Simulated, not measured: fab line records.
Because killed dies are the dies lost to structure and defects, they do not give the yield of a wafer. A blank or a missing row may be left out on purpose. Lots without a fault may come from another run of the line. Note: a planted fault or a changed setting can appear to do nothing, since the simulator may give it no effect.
2 desks, one fault | flow gf180mcu | each desk has only its own numbers; what lay behind them comes last

THE METROLOGY DESK
Means of the sampled wafers that have a number, per lot and without regard to the tool the lot ran on: this is what the gauges read. The brackets show how far a lot's mean lies from the usual mean; more than 4 standard deviations puts the lot out of limits, marked OUT.
Columns: A = TOP_METAL_OVL at GF_TOP_METAL_OVL_MEAS_15, usual 1.1 nm
lot  | first seen here | A
L579 | day 28 01:50    | 1.2
L580 | day 28 17:56    | 1.7
L581 | day 28 23:20    | -0.1
L586 | day 30 13:11    | -3.0
L592 | day 32 02:41    | -0.1
L594 | day 32 14:10    | 0.4
L596 | day 33 07:45    | 0.5
L597 | day 33 16:14    | -0.1
L598 | day 33 20:03    | 1.7
L600 | day 34 04:27    | 1.4
L601 | day 34 06:23    | 2.4
L602 | day 34 15:41    | 0.5
This desk's finding: nothing out of limits on any of the 12 lots.

DESK OF THE TOOL OWNER: pvdSputter-04
The tool's own readings at GF_TOP_METAL_SPUTTER_03 (material Ti, target thk 5 nm, time 3.3 s): means of the sampled wafers that have a number, for each lot that ran on this tool. The brackets show how far a lot's mean lies from the usual mean; more than 4 standard deviations puts the lot out of limits, marked OUT.
Columns: A = throttleValvePct at GF_TOP_METAL_SPUTTER_03, usual 30.0 %
lot  | first seen here | A
L580 | day 27 21:59    | 30.3
L581 | day 28 03:05    | 30.0
L586 | day 29 18:57    | 31.0
L598 | day 33 04:56    | 29.9
L600 | day 33 13:12    | 30.8
L602 | day 34 00:05    | 30.9
This desk's finding: nothing out of limits on any of the 6 lots.

PUT TOGETHER
Nothing out of limits was seen by the metrology desk.
The tool owner's desk saw nothing out of limits.

WHAT THE SIMULATOR HAD PUT IN
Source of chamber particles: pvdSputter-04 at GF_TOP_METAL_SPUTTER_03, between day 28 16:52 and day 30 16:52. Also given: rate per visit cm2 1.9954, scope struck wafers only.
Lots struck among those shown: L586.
